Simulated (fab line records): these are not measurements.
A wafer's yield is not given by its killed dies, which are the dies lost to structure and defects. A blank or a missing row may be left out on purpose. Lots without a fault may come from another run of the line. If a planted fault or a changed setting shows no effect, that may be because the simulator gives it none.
Matching of chambers || flow sky130 || SKY_VIA2_CMP_02 on cmp-02: 4 sister chambers
The step polishes SiO2. 14 wafers are shown with their chamber, then 7 later ones without.

== WAFERS PAIRED WITH THEIR CHAMBERS ==
{"wafer": "L198.3", "chamber": 1, "motorCurrentA (A)": 11.2, "slurryFlowMlMin": 149.3, "edgeZonePressureFrac": 0.998}
{"wafer": "L198.5", "chamber": 3, "motorCurrentA (A)": 11.2, "slurryFlowMlMin": 149.9, "edgeZonePressureFrac": 1.004}
{"wafer": "L198.6", "chamber": 0, "motorCurrentA (A)": 11.5, "slurryFlowMlMin": 150.6, "edgeZonePressureFrac": 0.995}
{"wafer": "L200.1", "chamber": 2, "motorCurrentA (A)": 14.7, "slurryFlowMlMin": 149.7, "edgeZonePressureFrac": 0.996}
{"wafer": "L200.5", "chamber": 2, "motorCurrentA (A)": 14.2, "slurryFlowMlMin": 150.1, "edgeZonePressureFrac": 1.005}
{"wafer": "L200.6", "chamber": 3, "motorCurrentA (A)": 11.7, "slurryFlowMlMin": 151.3, "edgeZonePressureFrac": 0.998}
{"wafer": "L205.2", "chamber": 2, "motorCurrentA (A)": 14.1, "slurryFlowMlMin": 149.6, "edgeZonePressureFrac": 1.002}
{"wafer": "L205.4", "chamber": 1, "motorCurrentA (A)": 10.8, "slurryFlowMlMin": 150.3, "edgeZonePressureFrac": 1.001}
{"wafer": "L205.6", "chamber": 3, "motorCurrentA (A)": 12.2, "slurryFlowMlMin": 150.1, "edgeZonePressureFrac": 1.004}
{"wafer": "L209.1", "chamber": 1, "motorCurrentA (A)": 11.1, "slurryFlowMlMin": 149.9, "edgeZonePressureFrac": 1.000}
{"wafer": "L209.3", "chamber": 3, "motorCurrentA (A)": 11.7, "slurryFlowMlMin": 150.1, "edgeZonePressureFrac": 1.008}
{"wafer": "L209.5", "chamber": 2, "motorCurrentA (A)": 14.8, "slurryFlowMlMin": 149.6, "edgeZonePressureFrac": 1.001}
{"wafer": "L217.3", "chamber": 1, "motorCurrentA (A)": 11.1, "slurryFlowMlMin": 149.4, "edgeZonePressureFrac": 1.007}
{"wafer": "L217.5", "chamber": 2, "motorCurrentA (A)": 14.3, "slurryFlowMlMin": 149.3, "edgeZonePressureFrac": 1.001}

SIGNATURES (means of the wafers above)
{"reading": "motorCurrentA", "chamber 0": 11.500, "chamber 1": 11.050, "chamber 2": 14.420, "chamber 3": 11.700, "scatter within a chamber": 0.313}
{"reading": "slurryFlowMlMin", "chamber 0": 150.600, "chamber 1": 149.725, "chamber 2": 149.660, "chamber 3": 150.350, "scatter within a chamber": 0.47}
{"reading": "edgeZonePressureFrac", "chamber 0": 0.99500, "chamber 1": 1.00150, "chamber 2": 1.00100, "chamber 3": 1.00350, "scatter within a chamber": 0.00371}
Rule: for a wafer and a chamber, the distance is found by dividing, reading by reading, the gap between the wafer's reading and the chamber's mean by the reading's scatter, squaring, summing and taking the root. If the next closest chamber is less than 2 further off than the closest, the wafer can't be placed; otherwise it belongs to the closest. The scatter is the square root of a quotient: the sum, over the shown wafers, of each reading's squared deviation from its chamber's mean, divided by wafers minus chambers.

== WAFERS MISSING THEIR CHAMBER ==
{"wafer": "L217.6", "motorCurrentA (A)": 11.7, "slurryFlowMlMin": 150.0, "edgeZonePressureFrac": 1.000}
{"wafer": "L218.1", "motorCurrentA (A)": 11.5, "slurryFlowMlMin": 149.6, "edgeZonePressureFrac": 1.000}
{"wafer": "L218.4", "motorCurrentA (A)": 12.6, "slurryFlowMlMin": 149.2, "edgeZonePressureFrac": 1.002}
{"wafer": "L218.5", "motorCurrentA (A)": 11.0, "slurryFlowMlMin": 150.8, "edgeZonePressureFrac": 0.999}
{"wafer": "L219.2", "motorCurrentA (A)": 11.9, "slurryFlowMlMin": 151.1, "edgeZonePressureFrac": 0.992}
{"wafer": "L219.4", "motorCurrentA (A)": 11.7, "slurryFlowMlMin": 150.0, "edgeZonePressureFrac": 0.994}
{"wafer": "L219.5", "motorCurrentA (A)": 14.5, "slurryFlowMlMin": 150.6, "edgeZonePressureFrac": 0.993}

== THE CHAMBER EACH PASSED THROUGH ==
{"wafer": "L217.6", "from the rows above": "can't be placed: 3 or 0 or 1", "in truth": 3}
{"wafer": "L218.1", "from the rows above": "can't be placed: 1 or 3 or 0", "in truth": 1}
{"wafer": "L218.4", "from the rows above": "can't be placed: 3 or 0 or 1", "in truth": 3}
{"wafer": "L218.5", "from the rows above": "can't be placed: 0 or 1 or 3", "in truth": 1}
{"wafer": "L219.2", "from the rows above": "can't be placed: 0 or 3", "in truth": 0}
{"wafer": "L219.4", "from the rows above": "can't be placed: 0 or 3 or 1", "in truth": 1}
{"wafer": "L219.5", "from the rows above": 2, "in truth": 2}
Correct placement for 1 of the 7. Unplaceable from these rows: 6, with the true chamber sitting among the candidates in 6. 0 placed wrongly.
